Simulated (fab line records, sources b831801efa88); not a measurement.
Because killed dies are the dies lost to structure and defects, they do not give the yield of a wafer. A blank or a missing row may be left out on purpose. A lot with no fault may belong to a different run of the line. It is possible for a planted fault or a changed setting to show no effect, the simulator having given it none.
Which tool was responsible? | flow sky130 | 24 lots with 72 wafers sampled at 5 steps, on a route of 708 steps

## WHAT THE GAUGES SHOWED, per wafer
SKY_METAL2_CD_MEAS_15: the cd target is 140 nm. Usual: cd-nm at 140.4 nm, with a standard deviation of 1.4.
lot  | measured     | on        | cd-nm (nm)        | flag
L074 | day 35 04:26 | cd-sem-01 | 139.6 137.3 138.8 |
L075 | day 36 01:23 | cd-sem-01 | 140.5 139.4 142.5 |
L076 | day 36 05:14 | cd-sem-02 | 142.3 142.9 142.0 |
L077 | day 36 20:40 | cd-sem-02 | 139.7 140.1 140.5 |
L079 | day 36 23:47 | cd-sem-02 | 141.7 141.1 142.0 |
L078 | day 37 04:31 | cd-sem-01 | 142.3 141.4 141.1 |
L080 | day 37 15:09 | cd-sem-01 | 140.5 140.7 139.6 |
L081 | day 38 00:58 | cd-sem-01 | 136.0 138.9 138.2 |
L082 | day 38 03:00 | cd-sem-01 | 139.6 140.1 139.2 |
L083 | day 38 17:00 | cd-sem-02 | 142.4 142.4 142.7 |
L085 | day 39 01:35 | cd-sem-01 | 141.3 139.9 139.9 |
L084 | day 39 03:25 | cd-sem-01 | 141.1 141.9 139.5 |
L086 | day 39 07:29 | cd-sem-01 | 142.1 142.5 140.4 |
L087 | day 40 04:20 | cd-sem-01 | 140.7 142.2 142.2 |
L088 | day 40 12:52 | cd-sem-02 | 139.1 141.0 139.8 |
L089 | day 41 00:19 | cd-sem-01 | 140.0 140.4 140.0 |
L090 | day 41 05:00 | cd-sem-01 | 141.2 140.7 141.6 |
L091 | day 41 19:05 | cd-sem-02 | 140.3 142.4 140.6 |
L092 | day 41 23:59 | cd-sem-01 | 140.0 141.3 138.0 |
L093 | day 42 05:47 | cd-sem-01 | 138.9 140.1 139.9 |
L094 | day 42 08:06 | cd-sem-01 | 139.6 139.0 139.8 |
L096 | day 42 11:47 | cd-sem-02 | 140.9 142.4 140.1 |
L095 | day 42 14:26 | cd-sem-01 | 140.4 139.7 139.7 |
L097 | day 42 17:32 | cd-sem-01 | 139.0 140.0 139.7 |

SKY_VIA3_BOW_MEAS_03. Usual: for VIA3_BOW the level is 83 um and the standard deviation is 8.8.
lot  | measured     | on            | VIA3_BOW (um) | flag
L074 | day 38 16:34 | film-metro-01 | 95 92 92      |
L075 | day 39 14:19 | film-metro-04 | 81 79 66      |
L076 | day 39 15:29 | film-metro-04 | 88 96 95      |
L077 | day 40 06:58 | film-metro-01 | 65 74 94      |
L079 | day 40 09:50 | film-metro-01 | 71 83 77      |
L078 | day 40 15:15 | film-metro-04 | 85 83 88      |
L080 | day 40 23:55 | film-metro-02 | 81 76 74      |
L081 | day 41 10:09 | film-metro-02 | 82 85 88      |
L082 | day 41 11:47 | film-metro-04 | 91 100 81     |
L083 | day 42 01:28 | film-metro-04 | 68 69 66      |
L085 | day 42 09:17 | film-metro-02 | 75 64 96      |
L084 | day 42 11:04 | film-metro-04 | 64 79 84      |
L086 | day 42 15:38 | film-metro-04 | 85 75 88      |
L087 | day 43 11:31 | film-metro-02 | 90 86 90      |
L088 | day 43 17:42 | film-metro-04 | 79 80 76      |
L089 | day 44 05:01 | film-metro-04 | 86 89 69      |
L090 | day 44 09:34 | film-metro-04 | 70 90 64      |
L091 | day 44 22:04 | film-metro-01 | 84 80 89      |
L092 | day 45 02:55 | film-metro-02 | 89 89 75      |
L093 | day 45 08:49 | film-metro-01 | 68 87 77      |
L094 | day 45 10:34 | film-metro-02 | 75 76 81      |
L096 | day 45 14:00 | film-metro-02 | 89 86 85      |
L095 | day 45 16:46 | film-metro-04 | 82 74 82      |
L097 | day 45 18:39 | film-metro-02 | 95 75 82      |

## TOOL THAT RAN EACH LOT (tool first, then ch and the chambers of the sampled wafers, then the start)
lot  | SKY_METAL1_SPUTTER_02        | SKY_METAL2_STRIP_20                  | SKY_CAPM_CVD_00
L074 | pvd-sputter-01, day 31 15:36 | plasma-asher-04 ch 0,1, day 35 04:46 | pecvd-02 ch 0,1, day 36 10:37
L075 | pvd-sputter-02, day 32 12:53 | plasma-asher-04 ch 0,1, day 36 01:43 | pecvd-03 ch 0,1,2, day 37 07:05
L076 | pvd-sputter-02, day 32 18:32 | plasma-asher-01 ch 0,1, day 36 05:34 | pecvd-01 ch 0,1,2, day 37 10:46
L077 | pvd-sputter-04, day 33 10:17 | plasma-asher-03 ch 0,1, day 36 21:11 | pecvd-03 ch 0,1,2, day 38 01:59
L079 | pvd-sputter-01, day 33 14:08 | plasma-asher-03 ch 0,1, day 37 00:07 | pecvd-01 ch 0,2, day 38 05:02
L078 | pvd-sputter-01, day 33 17:16 | plasma-asher-03 ch 0,1, day 37 04:51 | pecvd-03 ch 0,2, day 38 09:25
L080 | pvd-sputter-04, day 34 04:52 | plasma-asher-04 ch 0,1, day 37 15:28 | pecvd-03 ch 0,1, day 38 19:23
L081 | pvd-sputter-04, day 34 15:13 | plasma-asher-03 ch 0,1, day 38 01:18 | pecvd-02 ch 0,2, day 39 05:46
L082 | pvd-sputter-02, day 34 16:10 | plasma-asher-01 ch 1, day 38 03:19   | pecvd-01 ch 1,2, day 39 07:17
L083 | pvd-sputter-02, day 35 07:36 | plasma-asher-01 ch 0,1, day 38 17:20 | pecvd-03 ch 0,1, day 39 21:25
L085 | pvd-sputter-04, day 35 16:24 | plasma-asher-03 ch 0,1, day 39 01:55 | pecvd-01 ch 1,2, day 40 06:11
L084 | pvd-sputter-02, day 35 17:11 | plasma-asher-01 ch 0,1, day 39 03:45 | pecvd-03 ch 0,1,2, day 40 07:59
L086 | pvd-sputter-02, day 35 23:26 | plasma-asher-01 ch 0,1, day 39 07:49 | pecvd-02 ch 0,1,2, day 40 11:37
L087 | pvd-sputter-02, day 36 20:28 | plasma-asher-04 ch 0,1, day 40 04:51 | pecvd-03 ch 0,2, day 41 08:53
L088 | pvd-sputter-02, day 37 04:15 | plasma-asher-03 ch 0,1, day 40 13:13 | pecvd-01 ch 0,1,2, day 41 16:19
L089 | pvd-sputter-04, day 37 18:13 | plasma-asher-03 ch 0,1, day 41 00:40 | pecvd-02 ch 0,1, day 42 03:59
L090 | pvd-sputter-04, day 37 21:02 | plasma-asher-04 ch 0, day 41 05:20   | pecvd-02 ch 0,2, day 42 08:40
L091 | pvd-sputter-02, day 38 12:50 | plasma-asher-03 ch 0, day 41 19:26   | pecvd-03 ch 0,2, day 42 22:01
L092 | pvd-sputter-04, day 38 17:13 | plasma-asher-01 ch 0,1, day 42 00:20 | pecvd-01 ch 0,1, day 43 02:49
L093 | pvd-sputter-01, day 38 22:59 | plasma-asher-03 ch 0,1, day 42 06:08 | pecvd-03 ch 0,2, day 43 08:43
L094 | pvd-sputter-04, day 39 02:29 | plasma-asher-04 ch 0,1, day 42 08:26 | pecvd-03 ch 2, day 43 11:04
L096 | pvd-sputter-01, day 39 05:21 | plasma-asher-01 ch 0,1, day 42 12:07 | pecvd-03 ch 0,2, day 43 14:44
L095 | pvd-sputter-01, day 39 08:33 | plasma-asher-01 ch 0,1, day 42 14:45 | pecvd-03 ch 0,2, day 43 17:25
L097 | pvd-sputter-04, day 39 12:13 | plasma-asher-04 ch 0,1, day 42 17:52 | pecvd-01 ch 1,2, day 43 19:35
- SKY_METAL1_SPUTTER_02: material AlCu, target thk 250 nm, time 13.3 s.
- SKY_METAL2_STRIP_20: strips in O2/N2.
- SKY_CAPM_CVD_00: deposits SiO2, target thk 15.5 nm.

## WHAT THE TOOLS THEMSELVES READ (means of the sampled wafers that have a number; where no wafer has one, the mark that the record gives instead)
SKY_METAL1_SPUTTER_02. Usual: chamber-pressure-pa 0.4000 Pa, standard deviation 0.00078; throttle-valve-pct 29.9 %, standard deviation 0.94.
lot  | tool           | chamber-pressure-pa (Pa) | throttle-valve-pct (%) | flag
L074 | pvd-sputter-01 | 0.3997                   | 29.8                   |
L075 | pvd-sputter-02 | 0.4012                   | 30.2                   |
L076 | pvd-sputter-02 | 0.4008                   | 30.3                   |
L077 | pvd-sputter-04 | 0.3999                   | 30.4                   |
L079 | pvd-sputter-01 | 0.4005                   | 29.3                   |
L078 | pvd-sputter-01 | 0.3995                   | 30.7                   |
L080 | pvd-sputter-04 | 0.4007                   | 29.9                   |
L081 | pvd-sputter-04 | 0.3993                   | 31.0                   |
L082 | pvd-sputter-02 | 0.3998                   | 29.6                   |
L083 | pvd-sputter-02 | 0.3997                   | 28.7                   |
L085 | pvd-sputter-04 | 0.3996                   | 30.7                   |
L084 | pvd-sputter-02 | 0.3999                   | 30.2                   |
L086 | pvd-sputter-02 | 0.4008                   | 29.4                   |
L087 | pvd-sputter-02 | 0.3994                   | 29.5                   |
L088 | pvd-sputter-02 | 0.3995                   | 30.2                   |
L089 | pvd-sputter-04 | 0.4001                   | 29.8                   |
L090 | pvd-sputter-04 | 0.3997                   | 29.8                   |
L091 | pvd-sputter-02 | 0.3997                   | 29.4                   |
L092 | pvd-sputter-04 | 0.3996                   | 30.8                   |
L093 | pvd-sputter-01 | 0.4001                   | 30.2                   |
L094 | pvd-sputter-04 | 0.4001                   | 30.0                   |
L096 | pvd-sputter-01 | 0.3997                   | 29.1                   |
L095 | pvd-sputter-01 | 0.4003                   | 29.8                   |
L097 | pvd-sputter-04 | 0.3995                   | 30.0                   |

SKY_METAL2_STRIP_20. Usual: drypump-motor-current-A 5.5 A, standard deviation 0.54; o2-flow-sccm 2997 sccm, standard deviation 9.1; oes-product-au 0.342 a.u., standard deviation 0.0055; strip-time-to-endpoint-s 2.68 s, standard deviation 0.054.
lot  | tool            | drypump-motor-current-A (A) | o2-flow-sccm (sccm) | oes-product-au (a.u.) | strip-time-to-endpoint-s (s) | flag
L074 | plasma-asher-04 | 5.1                         | 3003                | 0.342                 | 2.70                         |
L075 | plasma-asher-04 | 5.0                         | 2996                | 0.342                 | 2.76                         |
L076 | plasma-asher-01 | 5.1                         | 2996                | 0.343                 | 2.70                         |
L077 | plasma-asher-03 | 6.0                         | 2992                | 0.332                 | 2.62                         |
L079 | plasma-asher-03 | 6.0                         | 3000                | 0.338                 | 2.60                         |
L078 | plasma-asher-03 | 6.0                         | 3007                | 0.348                 | 2.71                         |
L080 | plasma-asher-04 | 5.0                         | 2993                | 0.337                 | 2.59                         |
L081 | plasma-asher-03 | 6.1                         | 3004                | 0.351                 | 2.76                         |
L082 | plasma-asher-01 | 4.8                         | 2996                | 0.345                 | 2.67                         |
L083 | plasma-asher-01 | 5.1                         | 2999                | 0.339                 | 2.70                         |
L085 | plasma-asher-03 | 6.1                         | 2997                | 0.339                 | 2.70                         |
L084 | plasma-asher-01 | 5.1                         | 3006                | 0.347                 | 2.73                         |
L086 | plasma-asher-01 | 5.4                         | 3001                | 0.342                 | 2.65                         |
L087 | plasma-asher-04 | 5.0                         | 2993                | 0.338                 | 2.64                         |
L088 | plasma-asher-03 | 6.0                         | 2993                | 0.342                 | 2.67                         |
L089 | plasma-asher-03 | 6.1                         | 2999                | 0.350                 | 2.72                         |
L090 | plasma-asher-04 | 5.2                         | 2999                | 0.343                 | 2.74                         |
L091 | plasma-asher-03 | 6.4                         | 2995                | 0.348                 | 2.70                         |
L092 | plasma-asher-01 | 5.1                         | 2989                | 0.341                 | 2.70                         |
L093 | plasma-asher-03 | 6.1                         | 2995                | 0.339                 | 2.65                         |
L094 | plasma-asher-04 | 5.1                         | 2993                | 0.341                 | 2.65                         |
L096 | plasma-asher-01 | 5.4                         | 3000                | 0.342                 | 2.67                         |
L095 | plasma-asher-01 | 5.1                         | 2992                | 0.344                 | 2.66                         |
L097 | plasma-asher-04 | 5.0                         | 2984                | 0.342                 | 2.66                         |

SKY_CAPM_CVD_00. Usual: heater-power-w at 678 W, with a standard deviation of 71.
lot  | tool     | heater-power-w (W) | flag
L074 | pecvd-02 | 695                |
L075 | pecvd-03 | 699                |
L076 | pecvd-01 | 737                |
L077 | pecvd-03 | 642                |
L079 | pecvd-01 | 786                |
L078 | pecvd-03 | 634                |
L080 | pecvd-03 | 684                |
L081 | pecvd-02 | 739                |
L082 | pecvd-01 | 648                |
L083 | pecvd-03 | 713                |
L085 | pecvd-01 | 676                |
L084 | pecvd-03 | 648                |
L086 | pecvd-02 | 677                |
L087 | pecvd-03 | 605                |
L088 | pecvd-01 | 714                |
L089 | pecvd-02 | 685                |
L090 | pecvd-02 | 693                |
L091 | pecvd-03 | 632                |
L092 | pecvd-01 | 751                |
L093 | pecvd-03 | 609                |
L094 | pecvd-03 | 677                |
L096 | pecvd-03 | 666                |
L095 | pecvd-03 | 669                |
L097 | pecvd-01 | 590                |

## THE ANSWER, worked out from the rows above alone
Rule: a lot is off if the mean of its wafers that have a number lies more than 3 standard deviations from the usual mean. Also off: a lot with no number at a reading for which 4 or more lots have one. Any other lot the step has rows for is counted as sound. Order of review: gauges by route order, followed by the tools' own readings, for which a lot's mean as printed above is used. The first step at which some lot is off is used, and at that step the reading that is off furthest; a lot without a number counts as furthest.
No lot is off on any of the readings shown, so nothing can be concluded from this.

## WHAT THE SIMULATOR HAD INSERTED
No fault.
